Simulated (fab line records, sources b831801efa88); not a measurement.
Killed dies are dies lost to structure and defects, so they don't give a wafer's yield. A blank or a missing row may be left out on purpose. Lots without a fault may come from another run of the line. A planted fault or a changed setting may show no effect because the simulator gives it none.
fab line records | flow sky130
record lots=6 wafers=18 last_day=51
route steps=708 shown VIA4@649 METAL5@661 PASSIVATION@681 PAD_OPEN@708
lots that met no fault: from a run of the same line without faults
start_h: hours from the record's first day to the start of the lot's first wafer shown | wait_h: hours since the lot's step before | " the same as in the row above | L1.1+2: a row that stands for several wafers | - no value, or no start given | * or withheld: withheld | < > ~ a bound
route shown NAME@n: a module of which the file shows steps, and the number in the route of the first | usual: mean/standard deviation of fault-free wafers | same: alike in all rows | chamber/n: place in a boat | sites: the reading at each site | _std_site: their standard deviation | _edge_site: outer sites' mean less inner sites' | radius_mm: how far each site lies from the wafer's centre | mask NAME#n: copy n | behind: the tool/chamber that last shaped the wafer | hold: why the lot was held/for how many hours/how that ended | device: the transistor (n, p or np) that didn't switch | end of line: the same wafers' tests at the end of the route | a step without rows: its recipe alone | killed: dies lost to structure and defects at the first sort, not the wafer's yield | map: a wafer's dies, x killed, . not, _ none there
set.NAME: the setting as run; set.NAME@STEP: as run at that earlier step | model.NAME: the simulator's own value behind a step, which no gauge read
lots at some steps of the route; a table a step, a row a wafer
services: from which hour (start_h, from the record's first day; less than 0 if before it) a tool's chamber was out of use, for how many hours, and why
## steps
# step SKY_VIA4_DEVELOP_10
# recipe resist=NOVOLAK developer=TMAH develop_time_s=60 dev_temp_c=23
# step SKY_VIA4_OVL_MEAS_11
# usual VIA4_OVL=-0.2/1.4
# columns lot.wafer tool chamber start_h wait_h VIA4_OVL[nm]
L384.1 overlay-02 - 1026.69 0.1 0.1
L384.2 " - " " -1.0
L384.4 " - " " -0.6
L388.2 overlay-02 - 1029.59 0.1 0.3
L388.4 " - " " 1.0
L388.5 " - " " 0.4
L394.1 overlay-02 - 1150.84 0.1 0.0
L394.3 " - " " -2.8
L394.4 " - " " 0.1
L392.1 overlay-02 - 1151.54 0.1 1.1
L392.3 " - " " 1.8
L392.5 " - " " 0.0
L402.3 overlay-01 - 1152.85 0.1 1.1
L402.4 " - " " 0.8
L402.6 " - " " 2.1
L399.1 overlay-01 - 1162.74 0.1 0.7
L399.2 " - " " -0.4
L399.6 " - " " 3.8
# step SKY_VIA4_ETCH_12
# recipe target=SiO2 chemistry=C4F8/O2/Ar stop_on=TiN mask_material=NOVOLAK source_w=1500 bias_w=1200 pressure_mtorr=40 c4f8_flow_sccm=withheld O2_flow_sccm=6 Ar_flow_sccm=300 time_s=withheld target_depth_a=5800
# step SKY_VIA4_STRIP_13
# recipe chemistry=O2/N2 power_w=1400 pressure_mtorr=1500 platen_temp_c=withheld o2_flow_sccm=3000 n2_flow_sccm=300 overash_fraction=0.5
# step SKY_VIA4_STRIP_14
# recipe chemistry=post_etch_residue_remover time_s=1200 temp_c=72.5
# step SKY_VIA4_CLEAN_15
# recipe chemistry=IPA time_s=180 temp_c=25
# step SKY_VIA4_CLEAN_16
# recipe chemistry=O3/DIW dry=n2_spin
# step SKY_VIA4_SPUTTER_17
# recipe material=TiN target_thk_nm=20 chamber_pressure_pa=5 power_w=4000 time_s=80
# step SKY_VIA4_CVD_18
# recipe material=W target_thk_nm=505 time_s=152.14 temp_c=400 pressure_torr=40
# step SKY_VIA4_RS_MEAS_19
# recipe thk_meas_gauge=four-point-probe reads=W_of_VIA4_CVD_18+TiN_of_VIA4_SPUTTER_17
# usual VIA4_W_RS=0.2280/0.0025
# columns lot.wafer tool chamber start_h wait_h VIA4_W_RS[ohm/sq]
L384.1 film_metro-02 - 1027.76 0.1 0.2269
L384.2 " - " " 0.2266
L384.4 " - " " 0.2260
L388.2 film_metro-02 - 1030.76 0.1 0.2257
L388.4 " - " " 0.2284
L388.5 " - " " 0.2284
L394.1 film_metro-01 - 1151.76 0.1 0.2260
L394.3 " - " " 0.2319
L394.4 " - " " 0.2272
L392.1 film_metro-04 - 1152.46 0.1 0.2292
L392.3 " - " " 0.2257
L392.5 " - " " 0.2255
L402.3 film_metro-02 - 1153.83 0.1 0.2266
L402.4 " - " " 0.2288
L402.6 " - " " 0.2267
L399.1 film_metro-01 - 1163.65 0.1 0.2262
L399.2 " - " " 0.2325
L399.6 " - " " 0.2282
# step SKY_VIA4_THK_MEAS_20
# recipe thk_meas_gauge=xrf reads=W_of_VIA4_CVD_18
# usual VIA4_W_THK=516/6.4
# columns lot.wafer tool chamber start_h wait_h VIA4_W_THK[nm]
L384.1 film_metro-02 - 1027.88 0.1 524
L384.2 " - " " 522
L384.4 " - " " 526
L388.2 film_metro-02 - 1030.87 0.1 525
L388.4 " - " " 518
L388.5 " - " " 518
L394.1 film_metro-01 - 1151.88 0.1 514
L394.3 " - " " 504
L394.4 " - " " 515
L392.1 film_metro-04 - 1152.58 0.1 513
L392.3 " - " " 521
L392.5 " - " " 520
L402.3 film_metro-02 - 1153.93 0.1 522
L402.4 " - " " 519
L402.6 " - " " 525
L399.1 film_metro-01 - 1163.77 0.1 519
L399.2 " - " " 504
L399.6 " - " " 513
# step SKY_VIA4_CMP_21
# recipe stop_on=SiO2 t_overpolish_s=25 down_force_psi=3.5 platen_rpm=60 target_thk_nm=0 pad_velocity_m_s=0.94248
# step SKY_METAL5_SPUTTER_00
# recipe material=Ti target_thk_nm=15 power_w=3000 time_s=10 chamber_pressure_pa=0.4
# usual throttle_valve_pct=29.9/1.2
# columns lot.wafer tool chamber start_h wait_h throttle_valve_pct
L384.1 pvd_sputter-03 - 1028.41 0.1 30.1
L384.2 " - " " 28.6
L384.4 " - " " 27.3
L388.2 pvd_sputter-04 - 1031.22 0.1 30.2
L388.4 " - " " 29.5
L388.5 " - " " 30.3
L394.1 pvd_sputter-03 - 1152.24 0.2 30.0
L394.3 " - " " 28.6
L394.4 " - " " 30.9
L392.1 pvd_sputter-03 - 1152.94 0.2 30.2
L392.3 " - " " 27.5
L392.5 " - " " 27.4
L402.3 pvd_sputter-04 - 1154.27 0.2 32.1
L402.4 " - " " 29.6
L402.6 " - " " 29.8
L399.1 pvd_sputter-04 - 1164.22 0.2 29.3
L399.2 " - " " 29.8
L399.6 " - " " 29.9
# step SKY_METAL5_SPUTTER_01
# recipe material=TiN target_thk_nm=20 power_w=6500 time_s=16.7 chamber_pressure_pa=0.4
# usual throttle_valve_pct=29.9/1.1
# columns lot.wafer tool chamber start_h wait_h throttle_valve_pct
L384.1 pvd_sputter-03 - 1028.44 0.0 30.0
L384.2 " - " " 28.9
L384.4 " - " " 27.5
L388.2 pvd_sputter-04 - 1031.24 0.0 30.0
L388.4 " - " " 30.1
L388.5 " - " " 30.0
L394.1 pvd_sputter-03 - 1152.27 0.0 29.9
L394.3 " - " " 29.1
L394.4 " - " " 30.7
L392.1 pvd_sputter-03 - 1152.96 0.0 30.3
L392.3 " - " " 27.4
L392.5 " - " " 27.5
L402.3 pvd_sputter-04 - 1154.29 0.0 31.8
L402.4 " - " " 29.5
L402.6 " - " " 29.8
L399.1 pvd_sputter-04 - 1164.24 0.0 29.4
L399.2 " - " " 29.8
L399.6 " - " " 30.1
# step SKY_METAL5_SPUTTER_02
# recipe material=AlCu target_thk_nm=1150 power_w=10600 time_s=61.2 chamber_pressure_pa=0.4
# usual throttle_valve_pct=29.9/1.2
# columns lot.wafer tool chamber start_h wait_h throttle_valve_pct
L384.1 pvd_sputter-03 - 1028.46 0.0 29.9
L384.2 " - " " 28.7
L384.4 " - " " 27.4
L388.2 pvd_sputter-04 - 1031.27 0.0 30.0
L388.4 " - " " 29.7
L388.5 " - " " 29.8
L394.1 pvd_sputter-03 - 1152.29 0.0 30.0
L394.3 " - " " 28.9
L394.4 " - " " 30.6
L392.1 pvd_sputter-03 - 1152.98 0.0 30.3
L392.3 " - " " 27.1
L392.5 " - " " 27.3
L402.3 pvd_sputter-04 - 1154.32 0.0 32.2
L402.4 " - " " 29.9
L402.6 " - " " 29.8
L399.1 pvd_sputter-04 - 1164.26 0.0 29.1
L399.2 " - " " 29.6
L399.6 " - " " 30.3
# step SKY_METAL5_SPUTTER_03
# recipe material=Ti target_thk_nm=5 power_w=3000 time_s=3.3 chamber_pressure_pa=0.4
# usual throttle_valve_pct=29.9/1.2
# columns lot.wafer tool chamber start_h wait_h throttle_valve_pct
L384.1 pvd_sputter-03 - 1028.51 0.0 30.4
L384.2 " - " " 28.7
L384.4 " - " " 27.4
L388.2 pvd_sputter-04 - 1031.32 0.0 30.2
L388.4 " - " " 29.8
L388.5 " - " " 30.3
L394.1 pvd_sputter-03 - 1152.34 0.0 29.7
L394.3 " - " " 28.8
L394.4 " - " " 30.5
L392.1 pvd_sputter-03 - 1153.03 0.0 30.1
L392.3 " - " " 27.5
L392.5 " - " " 27.4
L402.3 pvd_sputter-04 - 1154.37 0.0 32.0
L402.4 " - " " 29.8
L402.6 " - " " 29.9
L399.1 pvd_sputter-04 - 1164.32 0.0 29.2
L399.2 " - " " 29.7
L399.6 " - " " 30.2
# step SKY_METAL5_SPUTTER_04
# recipe material=TiN target_thk_nm=70 power_w=6500 time_s=58.3 chamber_pressure_pa=0.4
# step SKY_METAL5_RS_MEAS_05
# recipe thk_meas_gauge=four-point-probe reads=TiN_of_METAL5_SPUTTER_04+Ti_of_METAL5_SPUTTER_03+AlCu_of_METAL5_SPUTTER_02+TiN_of_METAL5_SPUTTER_01+Ti_of_METAL5_SPUTTER_00
# usual METAL5_ALCU_RS=0.0270/0.00035
# columns lot.wafer tool chamber start_h wait_h METAL5_ALCU_RS[ohm/sq]
L384.1 film_metro-04 - 1028.58 0.0 0.0271
L384.2 " - " " 0.0273
L384.4 " - " " 0.0273
L388.2 film_metro-04 - 1031.41 0.0 0.0269
L388.4 " - " " 0.0271
L388.5 " - " " 0.0269
L394.1 film_metro-03 - 1152.41 0.0 0.0272
L394.3 " - " " 0.0274
L394.4 " - " " 0.0270
L392.1 film_metro-04 - 1153.10 0.0 0.0272
L392.3 " - " " 0.0275
L392.5 " - " " 0.0276
L402.3 film_metro-01 - 1154.48 0.1 0.0270
L402.4 " - " " 0.0270
L402.6 " - " " 0.0272
L399.1 film_metro-01 - 1164.40 0.0 0.0268
L399.2 " - " " 0.0270
L399.6 " - " " 0.0268
# step SKY_METAL5_THK_MEAS_06
# recipe thk_meas_gauge=xrf reads=AlCu_of_METAL5_SPUTTER_02
# usual METAL5_ALCU_THK=1158/16
# columns lot.wafer tool chamber start_h wait_h METAL5_ALCU_THK[nm]
L384.1 film_metro-04 - 1028.70 0.1 1155
L384.2 " - " " 1145
L384.4 " - " " 1145
L388.2 film_metro-04 - 1031.52 0.1 1161
L388.4 " - " " 1162
L388.5 " - " " 1159
L394.1 film_metro-03 - 1152.53 0.1 1140
L394.3 " - " " 1133
L394.4 " - " " 1148
L392.1 film_metro-04 - 1153.22 0.1 1151
L392.3 " - " " 1138
L392.5 " - " " 1131
L402.3 film_metro-01 - 1154.58 0.1 1158
L402.4 " - " " 1163
L402.6 " - " " 1154
L399.1 film_metro-01 - 1164.52 0.1 1168
L399.2 " - " " 1163
L399.6 " - " " 1164
# step SKY_METAL5_DEHYDRATE_07
# recipe temp_c=200 time_s=60
# step SKY_METAL5_HMDS_08
# recipe prime_time_s=60 prime_temp_c=120
# step SKY_METAL5_COAT_09
# recipe resist=NOVOLAK spin_rpm=3000 resist_thk_nm=1800
# step SKY_METAL5_SOFTBAKE_10
# recipe temp_c=90 time_s=60 resist=NOVOLAK
# step SKY_METAL5_EXPOSE_11
# recipe mask_id=MM5 na=0.6 source_shape=conventional sigma_outer=0.6 polarization=unpolarized target_cd_nm=1600 dose_mj=190
# step SKY_METAL5_PEB_12
# recipe temp_c=withheld time_s=* resist=NOVOLAK
# step SKY_METAL5_DEVELOP_13
# recipe resist=NOVOLAK developer=TMAH develop_time_s=60 dev_temp_c=23
# step SKY_METAL5_DESCUM_14
# recipe chemistry=O2 source_power_w=150 bias_power_w=0 pressure_mtorr=10 temp_c=40 time_s=11
# step SKY_METAL5_METAL_ETCH_15
# recipe target_depth_a=12600 stop_on=SiO2 over_etch_frac=0.2 time_s=252 chemistry=Cl2/BCl3 resist_sidewall_deg=86 pressure_mtorr=10 icp_w=900 bias_w=48.5 Cl2_flow_sccm=60 bcl3_flow_sccm=30
# step SKY_METAL5_STRIP_16
# recipe chemistry=O2/N2 power_w=1400 pressure_mtorr=1500 platen_temp_c=withheld o2_flow_sccm=3000 n2_flow_sccm=300 overash_fraction=0.5
# usual drypump_motor_current_A=5.5/0.42 oes_product_au=0.710/0.0044 strip_time_to_endpoint_s=13.10/0.16
# columns lot.wafer tool chamber start_h wait_h drypump_motor_current_A oes_product_au rf_hours_counter_h strip_time_to_endpoint_s
L384.1 plasma_asher-01 1 1051.11 0.2 5.9 0.704 91 13.33
L384.2 " 0 " " 4.7 0.706 91 13.04
L384.4 " 1 " " 5.9 0.705 - 12.96
L388.2 plasma_asher-04 0 1053.36 0.2 5.8 0.700 28 13.13
L388.4 " 1 " " 5.6 0.709 - 13.21
L388.5 " 1 " " 5.6 0.710 - 13.07
L394.1 plasma_asher-04 0 1170.90 0.2 5.7 0.707 40 13.07
L394.3 " 0 " " 5.8 0.716 - 13.01
L394.4 " 1 " " 5.6 0.708 - 13.44
L392.1 plasma_asher-04 1 1171.80 0.2 5.7 0.713 40 13.37
L392.3 " 0 " " 5.8 0.705 - 13.00
L392.5 " 0 " " 5.8 0.708 - 13.35
L402.3 plasma_asher-02 0 1172.19 0.1 5.6 0.711 - 13.24
L402.4 " 1 " " 5.3 0.718 - 13.18
L402.6 " 0 " " 5.6 0.713 - 13.19
L399.1 plasma_asher-04 1 1181.71 0.2 5.6 0.710 41 13.23
L399.2 " 0 " " 5.8 0.713 41 13.01
L399.6 " 1 " " 5.6 0.717 - 13.26
# step SKY_METAL5_STRIP_17
# recipe chemistry=post_etch_residue_remover time_s=1200 temp_c=72.5
# step SKY_METAL5_CLEAN_18
# recipe chemistry=IPA time_s=180 temp_c=25
# step SKY_METAL5_CLEAN_19
# recipe chemistry=O3/DIW dry=n2_spin
# step SKY_PASSIVATION_CVD_00
# recipe material=SiO2 target_thk_nm=90 temp_c=400 time_s=withheld rf_w=600
# usual heater_power_w=681/120 rf_fwd_power_W=591/3.3
# columns lot.wafer tool chamber start_h wait_h heater_power_w rf_fwd_power_W
L384.1 pecvd-03 1 1051.95 0.0 697 594
L384.2 " 0 " " 595 595
L384.4 " 0 " " 630 594
L388.2 pecvd-03 1 1054.24 0.0 693 595
L388.4 " 1 " " 686 593
L388.5 " 0 " " 644 595
L394.1 pecvd-02 2 1171.49 0.0 622 593
L394.3 " 0 " " 559 591
L394.4 " 2 " " 638 592
L392.1 pecvd-04 0 1172.39 0.0 863 590
L392.3 " 1 " " 618 586
L392.5 " 2 " " 818 591
L402.3 pecvd-02 2 1172.75 0.0 681 594
L402.4 " 0 " " 516 591
L402.6 " 1 " " 922 589
L399.1 pecvd-03 0 1182.31 0.0 656 589
L399.2 " 1 " " 644 595
L399.6 " 2 " " 517 584
# step SKY_PASSIVATION_THK_MEAS_01
# recipe reads=SiO2_of_PASSIVATION_CVD_00
# usual PASSIVATION_CVD_00_THK=89.2/1.2
# columns lot.wafer tool chamber start_h wait_h PASSIVATION_CVD_00_THK[nm]
L384.1 film_metro-02 - 1051.97 - 88.0
L384.2 " - " " 88.3
L384.4 " - " " 88.8
L388.2 film_metro-02 - 1054.28 - 90.0
L388.4 " - " " 91.6
L388.5 " - " " 90.9
L394.1 film_metro-04 - 1171.52 - 89.1
L394.3 " - " " 88.8
L394.4 " - " " 89.8
L392.1 film_metro-04 - 1172.42 - 88.9
L392.3 " - " " 90.1
L392.5 " - " " 91.1
L402.3 film_metro-02 - 1172.79 - 88.2
L402.4 " - " " 88.9
L402.6 " - " " 88.4
L399.1 film_metro-04 - 1182.33 - 89.1
L399.2 " - " " 91.0
L399.6 " - " " 90.5
# step SKY_PASSIVATION_CVD_02
# recipe material=Si3N4 target_thk_nm=540 temp_c=400 time_s=withheld rf_w=450
# step SKY_PASSIVATION_THK_MEAS_03
# recipe reads=Si3N4_of_PASSIVATION_CVD_02
# usual PASSIVATION_CVD_02_THK=542/6.9
# columns lot.wafer tool chamber start_h wait_h PASSIVATION_CVD_02_THK[nm]
L384.1 film_metro-02 - 1052.37 - 530
L384.2 " - " " 543
L384.4 " - " " 536
L388.2 film_metro-04 - 1054.70 - 541
L388.4 " - " " 549
L388.5 " - " " 545
L394.1 film_metro-04 - 1171.80 - 533
L394.3 " - " " 537
L394.4 " - " " 545
L392.1 film_metro-04 - 1172.70 - 545
L392.3 " - " " 535
L392.5 " - " " 548
L402.3 film_metro-04 - 1173.08 - 539
L402.4 " - " " 547
L402.6 " - " " 552
L399.1 film_metro-04 - 1182.61 - 543
L399.2 " - " " 538
L399.6 " - " " 549
# step SKY_PASSIVATION_DEHYDRATE_04
# recipe temp_c=200 time_s=60
# step SKY_PASSIVATION_HMDS_05
# recipe prime_time_s=60 prime_temp_c=120
# step SKY_PASSIVATION_COAT_06
# recipe spin_rpm=2000 resist_thk_nm=3000
# step SKY_PASSIVATION_SOFTBAKE_07
# recipe temp_c=110 time_s=withheld
# step SKY_PASSIVATION_EXPOSE_08
# recipe mask_id=NSM target_cd_nm=3000 na=0.57 dose_mj=260
# step SKY_PASSIVATION_PEB_09
# recipe temp_c=115 time_s=withheld
# step SKY_PAD_OPEN_PROBE_99
# usual defect_limited_yield=82.5/2 killed_at_M0_to_M3=42/7.3 killed_at_M4_up=3.4/2 killed_at_contacts=24/5.6 killed_at_front_end=16/4.5 killed_at_other=0.2/0.51 killed_dies=86/9.8 killed_open=46/7 killed_short=40/6.7 sort_bin_3_pad_short=0.9/0.42 sort_bin_5_function=10.3/1.5 sort_bin_6_memory=6.3/1.3 sort_n_pass=406/9.8 sort_yield_pct=82.5/2
# same gross_dies=492 killed_at_back_side=0 sort_bin_4_leakage[%]=0 sort_bin_8_speed[%]=0
# columns lot.wafer tool chamber start_h wait_h defect_limited_yield[%] killed_at_M0_to_M3 killed_at_M4_up killed_at_contacts killed_at_front_end killed_at_other killed_dies killed_open killed_short sort_bin_3_pad_short[%] sort_bin_5_function[%] sort_bin_6_memory[%] sort_n_pass sort_yield_pct[%] model.etest.tester.sort_n_pass model.etest.tester.sort_yield_pct model.etest.tester.sort_bin_5_pct
L384.1 prober-01 - 1103.25 0.3 81.9 44 0 26 19 0 89 58 31 0.6 11.4 6.1 403 81.9 403 81.91 11.38
L384.2 prober-01 - 1103.30 0.3 82.5 41 1 29 14 1 86 61 25 0.2 9.8 7.5 406 82.5 406 82.52 9.756
L384.4 prober-01 - 1103.40 0.4 83.9 39 4 27 8 1 79 44 34 1.2 8.3 6.5 413 83.9 413 83.94 8.333
L388.2 prober-01 - 1104.50 0.1 82.5 47 3 22 14 0 86 46 40 1.2 10.0 6.3 406 82.5 406 82.52 9.959
L388.4 prober-01 - 1104.60 0.2 80.9 42 3 26 23 0 94 49 45 1.0 9.8 8.3 398 80.9 398 80.89 9.756
L388.5 prober-01 - 1104.65 0.2 79.7 61 5 17 17 0 100 55 45 1.0 11.8 7.5 392 79.7 392 79.67 11.79
L394.1 prober-02 - 1211.51 0.1 75.2 46 28 26 22 0 122 56 39 2.0 13.8 8.9 370 75.2 370 75.2 13.82
L394.3 prober-02 - 1211.61 0.2 80.1 51 2 34 11 0 98 53 45 1.0 10.8 8.1 394 80.1 394 80.08 10.77
L394.4 prober-02 - 1211.66 0.2 77.0 55 5 32 21 0 113 73 40 0.8 12.4 9.8 379 77.0 379 77.03 12.4
L392.1 prober-01 - 1213.01 0.1 76.4 34 35 21 25 1 116 40 43 0.6 15.7 7.3 376 76.4 376 76.42 15.65
L392.3 prober-01 - 1213.11 0.2 81.5 42 2 27 20 0 91 51 40 0.4 10.2 7.9 401 81.5 401 81.5 10.16
L392.5 prober-01 - 1213.21 0.2 81.7 44 0 24 20 2 90 51 39 1.0 11.6 5.7 402 81.7 402 81.71 11.59
L402.3 prober-01 - 1213.41 0.5 82.9 48 5 21 10 0 84 44 40 1.0 9.6 6.5 408 82.9 408 82.93 9.553
L402.4 prober-01 - 1213.46 0.5 85.0 45 0 12 17 0 74 32 42 0.8 10.6 3.7 418 85.0 418 84.96 10.57
L402.6 prober-01 - 1213.56 0.6 82.7 44 2 24 15 0 85 40 45 0.6 9.8 6.9 407 82.7 407 82.72 9.756
L399.1 prober-02 - 1221.93 0.1 86.2 37 4 15 12 0 68 38 30 0.6 7.9 5.3 424 86.2 424 86.18 7.927
L399.2 prober-02 - 1221.98 0.1 83.1 41 4 23 15 0 83 45 37 1.4 11.2 4.3 409 83.1 409 83.13 11.18
L399.6 prober-02 - 1222.18 0.2 81.9 42 7 20 20 0 89 47 42 0.8 9.8 7.5 403 81.9 403 81.91 9.756
# killed by level:class
L384.1 VIA1:geometric_particle:open=13 CONTACT:geometric_particle:open=10 VIA3:geometric_particle:open=9 LI_CONTACT:geometric_particle:open=8 VIA2:geometric_particle:short=6 VIA2:geometric_particle:open=5 FIELD_ISO:geometric_particle:short=4 CONTACT:geometric_particle:short=4
L384.2 VIA1:geometric_particle:open=12 LI_CONTACT:geometric_particle:open=11 CONTACT:geometric_particle:open=10 VIA3:geometric_particle:open=7 VIA2:geometric_particle:open=6 METAL3:geometric_particle:short=5 FIELD_ISO:geometric_particle:open=4 CONTACT:geometric_particle:short=4
L384.4 CONTACT:geometric_particle:open=11 METAL3:geometric_particle:short=10 VIA1:geometric_particle:open=7 VIA3:geometric_particle:open=7 LI_CONTACT:geometric_particle:open=6 LOCAL_INTERCONNECT:geometric_particle:short=6 VIA2:geometric_particle:open=4 FIELD_ISO:geometric_particle:open=3
L388.2 VIA1:geometric_particle:open=18 LOCAL_INTERCONNECT:geometric_particle:short=7 CONTACT:geometric_particle:open=7 POLY_GATE:geometric_particle:open=6 VIA1:geometric_particle:short=6 VIA3:geometric_particle:short=6 METAL1:geometric_particle:short=5 VIA2:geometric_particle:open=4
L388.4 CONTACT:geometric_particle:open=10 VIA3:geometric_particle:open=10 VIA2:geometric_particle:open=7 FIELD_ISO:geometric_particle:open=6 POLY_GATE:geometric_particle:short=6 METAL2:geometric_particle:short=6 VIA2:geometric_particle:short=5 LI_CONTACT:geometric_particle:open=5
L388.5 VIA3:geometric_particle:open=17 VIA1:geometric_particle:open=11 CONTACT:geometric_particle:open=6 METAL1:geometric_particle:short=6 VIA1:geometric_particle:short=6 POLY_GATE:geometric_particle:short=5 VIA2:geometric_particle:short=5 FIELD_ISO:geometric_particle:open=4
L394.1 METAL5:unspecified=27 VIA1:geometric_particle:open=14 CONTACT:geometric_particle:open=13 FIELD_ISO:geometric_particle:short=7 POLY_GATE:geometric_particle:open=7 VIA2:geometric_particle:open=7 LI_CONTACT:geometric_particle:open=6 VIA1:geometric_particle:short=5
L394.3 VIA2:geometric_particle:open=14 CONTACT:geometric_particle:open=13 CONTACT:geometric_particle:short=11 VIA1:geometric_particle:open=10 LI_CONTACT:geometric_particle:open=6 VIA1:geometric_particle:short=5 METAL2:geometric_particle:short=5 VIA3:geometric_particle:short=4
L394.4 CONTACT:geometric_particle:open=16 VIA1:geometric_particle:open=16 FIELD_ISO:geometric_particle:open=9 VIA2:geometric_particle:open=9 LI_CONTACT:geometric_particle:open=8 METAL1:geometric_particle:short=6 POLY_GATE:geometric_particle:open=5 CONTACT:geometric_particle:short=5
L392.1 METAL5:unspecified=33 FIELD_ISO:geometric_particle:short=11 POLY_GATE:geometric_particle:open=8 CONTACT:geometric_particle:open=8 VIA1:geometric_particle:open=8 LOCAL_INTERCONNECT:geometric_particle:short=6 CONTACT:geometric_particle:short=6 METAL3:geometric_particle:short=5
L392.3 CONTACT:geometric_particle:open=10 VIA2:geometric_particle:open=9 FIELD_ISO:geometric_particle:open=8 VIA1:geometric_particle:open=8 LI_CONTACT:geometric_particle:open=7 FIELD_ISO:geometric_particle:short=6 VIA1:geometric_particle:short=6 METAL2:geometric_particle:short=5
L392.5 VIA1:geometric_particle:open=14 LI_CONTACT:geometric_particle:open=10 METAL1:geometric_particle:short=7 FIELD_ISO:geometric_particle:open=6 POLY_GATE:geometric_particle:open=5 METAL2:geometric_particle:short=5 CONTACT:geometric_particle:open=5 POLY_CUT:geometric_particle:short=3
L402.3 CONTACT:geometric_particle:open=11 VIA1:geometric_particle:open=10 VIA2:geometric_particle:open=9 METAL1:geometric_particle:short=7 METAL2:geometric_particle:short=5 VIA3:geometric_particle:open=5 FIELD_ISO:geometric_particle:short=4 LI_CONTACT:geometric_particle:open=4
L402.4 VIA1:geometric_particle:open=9 VIA3:geometric_particle:open=8 METAL1:geometric_particle:short=7 METAL2:geometric_particle:short=7 FIELD_ISO:geometric_particle:open=4 FIELD_ISO:geometric_particle:short=4 SPACER:geometric_particle:short=4 LI_CONTACT:geometric_particle:short=4
L402.6 VIA1:geometric_particle:open=11 CONTACT:geometric_particle:open=10 VIA1:geometric_particle:short=8 METAL1:geometric_particle:short=7 FIELD_ISO:geometric_particle:short=6 LI_CONTACT:geometric_particle:open=5 METAL2:geometric_particle:short=5 LOCAL_INTERCONNECT:geometric_particle:short=4
L399.1 VIA3:geometric_particle:open=10 VIA1:geometric_particle:open=7 VIA2:geometric_particle:open=6 FIELD_ISO:geometric_particle:open=5 CONTACT:geometric_particle:open=5 METAL2:geometric_particle:short=5 POLY_GATE:geometric_particle:short=4 LI_CONTACT:geometric_particle:open=4
L399.2 CONTACT:geometric_particle:open=11 METAL2:geometric_particle:short=9 VIA1:geometric_particle:open=8 FIELD_ISO:geometric_particle:short=7 VIA2:geometric_particle:open=7 VIA3:geometric_particle:open=7 LOCAL_INTERCONNECT:geometric_particle:short=5 CONTACT:geometric_particle:short=4
L399.6 FIELD_ISO:geometric_particle:open=8 CONTACT:geometric_particle:open=8 VIA1:geometric_particle:open=8 CONTACT:geometric_particle:short=6 METAL1:geometric_particle:short=6 POLY_GATE:geometric_particle:open=5 VIA1:geometric_particle:short=5 VIA2:geometric_particle:short=5
# map L392.1 (x killed, . not)
__________...xx....._________
________x..x........xx_______
______.xxx.x.......x...._____
_____...x................____
____....x...x.............___
___.x......x.x.....x..x....__
__................xxx.x.x..x_
_x..x.x.......x.x..x.x....x..
_.x................xx.......x
_..x...x.x................xx.
_.x............x.......xx....
_.x.xx..x..........x.........
_.............x..x......x...x
_x..x.........x......x.......
_..x.xx..x...............x...
__.....xx..xx.........x....._
___xx.......x.....xxxxxx...__
____x.x...x.....xxx.xxx...___
_____.x......xxx..xxxxxx.____
______..x......x..xxxxxx_____
________...xx....xxxxx_______
__________......xxxx_________
# map L394.1 (x killed, . not)
__________....x.x..._________
________...........x.._______
______........x.x..xx..._____
_____x....x.........xx...____
____..x...................___
___.x...x..x......x.x......__
__xx...............x...x...._
_..x...x.x...xx...x.x...x....
_x..x..............x.x..xxx..
_................x.x.x.......
_.....x.........xx.xx........
_....x..x......x....x..xxx..x
_.x..x...x...x...xx.....x.x..
_...x...x..xx......x.........
_.......x.xx..x..x...........
__.x.x..x...x.........x.x..x_
___...xx.......xx.x.....x..__
____..x....x.x..x..xxxxx..___
_____...xx...x..xxxxxxx.x____
______..x.xx.....xxxxxxx_____
________.......x.xxxxx_______
__________.x..x....x_________
## services
# columns tool chamber start_h hours kind
pecvd-02 2 1031.19 28.7 repair
pvd_sputter-04 1 1056.22 - consumable_replace:kit
pvd_sputter-04 1 1056.22 18.0 scheduled_down
pvd_sputter-04 1 1056.22 18.0 vent_cycle
pecvd-02 - 1060.71 0.5 repair
plasma_asher-01 - 1063.74 2.0 repair
plasma_asher-01 - 1076.71 28.1 pm
pecvd-02 - 1081.41 0.2 repair
pvd_sputter-04 - 1095.88 0.7 repair
pvd_sputter-03 1 1100.34 - consumable_replace:kit
pvd_sputter-03 1 1100.34 18.0 scheduled_down
pvd_sputter-03 1 1100.34 18.0 vent_cycle
pecvd-04 - 1120.82 0.7 repair
plasma_asher-02 - 1123.96 0.7 repair
pecvd-03 2 1129.89 15.5 repair
pvd_sputter-03 - 1136.94 1.0 repair
pvd_sputter-03 - 1138.38 6.3 repair
pvd_sputter-03 0 1157.90 - consumable_replace:kit
pvd_sputter-03 0 1157.90 18.0 scheduled_down
pvd_sputter-03 0 1157.90 18.0 vent_cycle
pecvd-04 - 1160.59 0.9 repair
pvd_sputter-04 0 1163.94 - consumable_replace:kit
pvd_sputter-04 0 1163.94 18.0 scheduled_down
pecvd-04 - 1174.71 6.0 pm
## key
first_sign step=SKY_PAD_OPEN_PROBE_99 reading=killed_at_M4_up direction=up sigmas=14 usual=3.4 struck=31.5
effect step=SKY_PAD_OPEN_PROBE_99 reading=sort_n_pass direction=down sigmas=3.4 usual=406 struck=373
model_effect step=SKY_PAD_OPEN_PROBE_99 value=etest.tester.sort_n_pass without=399 struck=373
met_at SKY_METAL5_SPUTTER_00
struck_wafers L392.1,L394.1
onset_between 1028.41 1152.24
fault kind=chamber_particle_source tool=pvd_sputter-03 chamber=- onset_h=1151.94 steps=SKY_METAL5_SPUTTER_00 rate_per_visit_cm2=0.40638 end_h=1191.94 scope=struck_wafers_only
